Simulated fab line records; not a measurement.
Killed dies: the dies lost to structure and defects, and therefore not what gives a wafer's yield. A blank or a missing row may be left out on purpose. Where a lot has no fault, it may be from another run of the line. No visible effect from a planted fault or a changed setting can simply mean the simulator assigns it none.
Code-filled problem report in 8D (eight disciplines) form	flow gf180mcu	the parts of the form that need people (team, actions taken, sign-off) are left out

1. WHAT WENT WRONG
PSD_TW at GF_PSD_TW_MEAS_11 reads a mean of 30 on 3 wafers of 1 lot; wafers without a fault read 3221 with a standard deviation of 28. So: -99 or more standard deviations from the usual mean.
Seen first at day 16 17:01 on film metro-02, wafer L866.2. Wafers with a number at this step in the record: 39, from 13 lots. By rule, "out" or "out of limits" means more than 4 standard deviations away from the usual mean. Any other wafer with a number is counted as sound.

2. WHAT IT IS, AND WHAT IT ISN'T
question	is	is not
which readings at this step	PSD_TW	-
which lots	L866	L859, L860, L861, L864, L865, L868, L875, L876, L877, L878, L880, L881
which wafers of those lots	all that have a number	-
read on which gauges	film metro-02	film metro-01, film metro-04
when	from day 16 17:01	up to then (15 sound wafers); but 21 sound wafers of L868, L875, L876, L877, L878, L880, L881 came after

3. SUSPECTS, AND WHAT RULES EACH OUT
Counting: a tool at a process step up to the reading stays a suspect if it ran every lot that is out and no sound lot after the first of them.
- the gauge at GF_PSD_TW_MEAS_11 has been ruled out. All the wafers that are out were read on film metro-02, but those of them that GF_NSD_STRIP_11 has rows for are out there too, on other tools.
- plasma asher-04 at GF_NSD_STRIP_11 (strips in O2/N2): ruled out as a lasting fault. Following L866 (day 15 18:25), the first lot on it that is out, the sound lots L880 were run on it.
- plasma asher-02 at GF_PSD_STRIP_10 (strips in O2/N2): ruled out as a lasting fault. Following L866 (day 16 16:54), the first lot on it that is out, the sound lots L880 were run on it.
Left after counting: nothing in the record.

4. THE CAUSE (what the simulator had put in)
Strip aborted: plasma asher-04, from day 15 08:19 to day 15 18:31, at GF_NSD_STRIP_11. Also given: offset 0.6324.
It was ruled out by counting, in error; the rule expects a fault to strike all lots run on its tool from its start on, and this fault did not.

5. THE CHAIN OF EFFECTS, in route order
Each row: a reading whose mean over the struck wafers that have a number lies more than 3 standard deviations from the usual. Only readings whose record carries a usual standard deviation are examined. hours: median over the lots of the time between each lot's start at the first step of this table that gives one and its start at this step. sigmas: the change, counted in usual standard deviations.
hours	step	reading	usual	on struck wafers	change	sigmas
0	GF_NSD_STRIP_11	oes product au	0.487 a.u.	0.331	-0.156	-35
22	GF_PSD_STRIP_10	oes product au	0.592 a.u.	0.644	+0.052	+12
22	GF_PSD_STRIP_10	strip time to endpoint s	16.53 s	26.76	+10.23	+99 or more
23	GF_PSD_TW_MEAS_11	PSD_TW	3221	30	-3191	-99 or more
The process steps in it:
- GF_NSD_STRIP_11: strips in O2/N2.
- GF_PSD_STRIP_10: strips in O2/N2.
Readings that are blank on the struck wafers while sound wafers have them: strip time to endpoint s at GF_NSD_STRIP_11.
At these later measuring or inspecting steps, every struck wafer for which the step has a row has a number for every such reading, and none has moved that far: GF_M1_OVL_MEAS_15, GF_V1_OVL_MEAS_15.

6. WHAT WOULD HAVE CAUGHT IT SOONER
Counted from the fault's start at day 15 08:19, it took 33 hours until the first out-of-limits reading at a measuring or inspecting step in this record, taken at day 16 17:01.
The tool's own readings at GF_NSD_STRIP_11 were out on every struck wafer that the step has a row for (oes product au): an alarm limit on them would have fired on the first of those.
